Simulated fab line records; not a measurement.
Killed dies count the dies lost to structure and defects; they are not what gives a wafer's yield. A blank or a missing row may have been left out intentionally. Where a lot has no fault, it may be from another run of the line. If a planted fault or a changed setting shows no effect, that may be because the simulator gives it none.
A struck lot beside a sound one | flow sfqLine | 42 steps out of a route of 325
Sound: the wafers L693.1, L693.5, L693.6. Struck: wafers L703.3, L703.4, L703.6. The cause is given at the end.
For every step that has rows: the tool of each side, followed by ch and its chambers, followed by its first start. Under that, the readings that differ: sound wafers | struck wafers | difference of the means | sigmas: that difference in standard deviations of wafers without a fault.
alike: a reading whose means differ by less than 2 such deviations, as well as words and numbers matching on both sides. not compared: withheld readings; readings where some wafer has no value; bounds like >300 that might hide an equal value; numbers whose values overlap and for which the record gives no deviation.
Wherever a step has rows on one side only, a row that says differs or no value, or a row with sigmas, the two part there. Numbers that have no deviation but don't overlap get no sigmas and don't part them. A reading missing from all wafers of one side parts the sides only when that side holds two or more wafers.

first, 6 steps without rows for these wafers: SFQ_TRILAYER_L0_VIA_LITHO_COAT_018 (resist thk 62 nm); SFQ_TRILAYER_L0_VIA_LITHO_COAT_013 (resist thk 650 nm); SFQ_TRILAYER_L0_VIA_LITHO_SOFTBAKE_017; SFQ_TRILAYER_L0_VIA_LITHO_EXPOSE_014 (exposes mask L0V, target cd 700 nm); SFQ_TRILAYER_L0_VIA_LITHO_PEB_016 (peb time 60 s); SFQ_TRILAYER_L0_VIA_LITHO_DEVELOP_015 (time 60 s).
SFQ_L0V_OVL_MEAS_903:
  struck on overlay-02, day 8 03:02; sound on overlay-01, day 5 13:43
  alike: L0V_OVL
then, 1 step without rows for these wafers: SFQ_TRILAYER_L0_VIA_BARC_OPEN_VIA_ETCH_021 (etches BARC in O2, target depth 125 nm, time 41.7 s).
SFQ_TRILAYER_L0_VIA_ETCH_VIA_ETCH_016: etches SiO2 in CHF3, stops on MoNx KI, target depth 80 nm.
  sound on rieDiel-03 ch 0,3, day 5 13:47; struck on rieDiel-01 ch 0,1,2, day 8 03:05
  alike: drypumpMotorCurrentA, oesProductAu
then, 3 steps without rows for these wafers: SFQ_TRILAYER_L0_VIA_STRIP_STRIP_017 (strips in O2); SFQ_TRILAYER_L0_VIA_STRIP_SOLV_CLEAN_018 (cleans in NMP, time 600 s); SFQ_TRILAYER_M0_DEP_PRE_CLEAN_020 (time 15 s).
SFQ_TRILAYER_M0_DEP_SPUTTER_019: material Nb, target thk 200 nm, time 133.3 s.
  struck on pvdSputter-06, day 8 03:56; sound on pvdSputter-06, day 5 14:40
reading                                            | sound           | struck            | difference | sigmas
model.Nb_of_TRILAYER_M0_DEP_SPUTTER_019.thkNm (nm) | 197.7 199.4 198 | 223.6 220.2 224.3 | +24.3      | 
  alike: throttleValvePct
SFQ_M0_RS_MEAS_904: measures by four-point-probe.
  struck on filmMetro-04, day 8 04:04; sound on filmMetro-02, day 5 14:45
reading           | sound             | struck            | difference | sigmas
M0_NB_RS (ohm/sq) | 0.902 0.893 0.898 | 0.795 0.808 0.794 | -0.099     | -9
then, 6 steps without rows for these wafers: SFQ_TRILAYER_M0_LITHO_COAT_026 (resist thk 62 nm); SFQ_TRILAYER_M0_LITHO_COAT_021 (resist thk 600 nm); SFQ_TRILAYER_M0_LITHO_SOFTBAKE_025; SFQ_TRILAYER_M0_LITHO_EXPOSE_022 (exposes mask M0, target cd 500 nm); SFQ_TRILAYER_M0_LITHO_PEB_024 (peb time 60 s); SFQ_TRILAYER_M0_LITHO_DEVELOP_023 (time 60 s).
-- the record jumps here: 2 days lie between the struck wafers' starts before and after --
SFQ_M0_OVL_MEAS_906:
  struck on overlay-01, day 10 05:59; sound on overlay-01, day 7 03:01
  alike: M0_OVL
then, 1 step without rows for these wafers: SFQ_TRILAYER_M0_BARC_OPEN_METAL_ETCH_031 (etches BARC in O2, target depth 125 nm, time 41.7 s).
SFQ_TRILAYER_M0_ETCH_METAL_ETCH_024: etches Nb in Cl2/Ar, stops on SiO2, target depth 240 nm, time 120 s.
  sound on rieMetal-02 ch 0,1, day 7 03:07; struck on rieMetal-02 ch 0,1, day 10 06:07
reading             | sound             | struck            | difference | sigmas
oesProductAu (a.u.) | 0.880 0.895 0.892 | 0.954 0.946 0.963 | +0.065     | +9
  alike: drypumpMotorCurrentA, heBacksideLeakSccm
  not compared: rfHoursCounterH
then, 2 steps without rows for these wafers: SFQ_TRILAYER_M0_STRIP_STRIP_025 (strips in O2); SFQ_TRILAYER_M0_STRIP_SOLV_CLEAN_026 (cleans in NMP, time 600 s).
SFQ_TRILAYER_I0_DEP_PECVD_027: deposits SiO2 from SiH4/N2O, time 111.11 s, target thk 500 nm.
  sound on pecvd-01 ch 0,1,2, day 7 04:01; struck on pecvd-01 ch 0,1,2, day 10 06:58
  alike: heaterPowerOuterW, heaterPowerW, throttleValvePct
then, 1 step without rows for these wafers: SFQ_TRILAYER_I0_CMP_CMP_028 (polishes SiO2).
SFQ_I0_BOW_MEAS_907:
  struck on filmMetro-02, day 10 11:46; sound on filmMetro-02, day 7 09:14
  alike: I0_BOW
SFQ_TRILAYER_I0_METRO_MEASURE_029:
  struck on filmMetro-02, day 10 12:14; sound on filmMetro-02, day 7 09:22
  alike: thkNm
then, 6 steps without rows for these wafers: SFQ_TRILAYER_I0_VIA_LITHO_COAT_036 (resist thk 62 nm); SFQ_TRILAYER_I0_VIA_LITHO_COAT_031 (resist thk 650 nm); SFQ_TRILAYER_I0_VIA_LITHO_SOFTBAKE_035; SFQ_TRILAYER_I0_VIA_LITHO_EXPOSE_032 (exposes mask I0, target cd 500 nm); SFQ_TRILAYER_I0_VIA_LITHO_PEB_034 (peb time 60 s); SFQ_TRILAYER_I0_VIA_LITHO_DEVELOP_033 (time 60 s).
-- the record jumps here: 2 days lie between the struck wafers' starts before and after --
SFQ_I0_OVL_MEAS_908:
  struck on overlay-02, day 12 13:56; sound on overlay-01, day 9 00:37
  alike: I0_OVL
SFQ_TRILAYER_I0_VIA_BARC_OPEN_VIA_ETCH_046: etches BARC in O2, target depth 125 nm, time 41.7 s.
  sound on rieDiel-01 ch 2,3, day 9 00:39; struck on rieDiel-03 ch 1,2, day 12 13:57
  alike: drypumpMotorCurrentA, oesProductAu
  not compared: rfHoursCounterH
then, 1 step without rows for these wafers: SFQ_TRILAYER_I0_VIA_ETCH_VIA_ETCH_034 (etches SiO2 in CHF3, stops on Nb, target depth 260 nm).
SFQ_TRILAYER_I0_VIA_STRIP_STRIP_035: strips in O2.
  sound on rieMetal-02 ch 0,1, day 9 00:49; struck on rieMetal-01 ch 0,1, day 12 14:19
reading                  | sound       | struck      | difference | sigmas
drypumpMotorCurrentA (A) | 4.6 4.7 5.2 | 6.2 6.5 6.5 | +1.6       | +3
  alike: heBacksideLeakSccm, oesProductAu
  not compared: rfHoursCounterH
then, 2 steps without rows for these wafers: SFQ_TRILAYER_I0_VIA_STRIP_SOLV_CLEAN_036 (cleans in NMP, time 600 s); SFQ_TRILAYER_M1_DEP_PRE_CLEAN_038 (time 22.5 s).
-- the record jumps here: 77 days lie between the struck wafers' starts before and after --
SFQ_M8_BOW_MEAS_951:
  struck on filmMetro-04, day 89 16:19; sound on filmMetro-04, day 83 01:30
reading                | sound                | struck              | difference | sigmas
model.etest.m0.ohmUm   | 1.806 1.791 1.795    | 1.596 1.613 1.587   | -0.199     | 
model.etest.i0.linkOhm | 1.991 1.98 1.982     | 1.872 1.883 1.86    | -0.113     | 
model.etest.m0.ohmSq   | 0.9012 0.8934 0.8998 | 0.7968 0.8089 0.794 | -0.0982    | 
  alike: M8_BOW

## WHERE THEY PART
Last at SFQ_TRILAYER_I0_VIA_STRIP_STRIP_035 as far as this record goes, first at SFQ_M0_RS_MEAS_904. Later steps at which nothing parts them and some readings are alike: SFQ_M8_BOW_MEAS_951.

WHY: what had been put in by the simulator
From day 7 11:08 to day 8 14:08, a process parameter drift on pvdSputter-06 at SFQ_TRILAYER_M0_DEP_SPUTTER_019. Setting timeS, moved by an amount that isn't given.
